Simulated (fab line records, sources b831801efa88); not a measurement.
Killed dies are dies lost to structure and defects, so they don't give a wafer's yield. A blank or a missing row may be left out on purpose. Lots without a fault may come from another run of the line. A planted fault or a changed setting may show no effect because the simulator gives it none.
Which tool did it? | flow gf180mcu | 6 lots, 18 wafers sampled, at 2 steps of a route of 602

WHAT THE GAUGES READ, wafer by wafer
GF_MVPSD_TW_MEAS_11.
lot  | measured    | on            | MVPSD_TW
L477 | day 5 09:13 | film_metro-04 | 557 559 560
L483 | day 6 18:01 | film_metro-02 | 556 558 558
L485 | day 7 07:08 | film_metro-04 | 557 557 554
L489 | day 8 04:49 | film_metro-04 | 556 558 557
L491 | day 8 17:25 | film_metro-04 | 560 559 560
L493 | day 9 04:24 | film_metro-02 | 697 697 700

WHICH TOOL RAN EACH LOT (tool, then ch and the chambers of the sampled wafers, then the start)
lot  | GF_MVPSD_IMPLANT_09
L477 | implanter-04 ch 0, day 5 08:58
L483 | implanter-02 ch 0, day 6 17:46
L485 | implanter-02 ch 0, day 7 06:55
L489 | implanter-02 ch 0, day 8 04:34
L491 | implanter-02 ch 0, day 8 17:10
L493 | implanter-04 ch 0, day 9 04:09
- GF_MVPSD_IMPLANT_09

THE ANSWER, worked out from the rows above alone
Rule: what is usual is taken from the lots themselves. Put in order of their means at a reading, lots are off if they are a third of the lots or fewer, leave a main group of 4 or more, and stand apart from it by a gap of 3 or more times the standard deviation of the main group's means; of several such gaps the widest counts. A main group whose means are all the same, to the digits that the tables above print for the reading, isn't used. A lot without any number at a reading at which 4 lots or more have one is off too. The other lots that the step has rows for count as sound.
Off: L493, at GF_MVPSD_TW_MEAS_11 (MVPSD_TW). The main group: mean 558, standard deviation 1.3.
A tool fits if, at a process step before that reading, it ran every lot that is off, and no sound lot after the first of them. The gauges at GF_MVPSD_TW_MEAS_11 are tried like those tools. Can't be told from this: 2 tools fit, implanter-04 at GF_MVPSD_IMPLANT_09, film_metro-02 at GF_MVPSD_TW_MEAS_11.

WHAT THE SIMULATOR HAD PUT IN
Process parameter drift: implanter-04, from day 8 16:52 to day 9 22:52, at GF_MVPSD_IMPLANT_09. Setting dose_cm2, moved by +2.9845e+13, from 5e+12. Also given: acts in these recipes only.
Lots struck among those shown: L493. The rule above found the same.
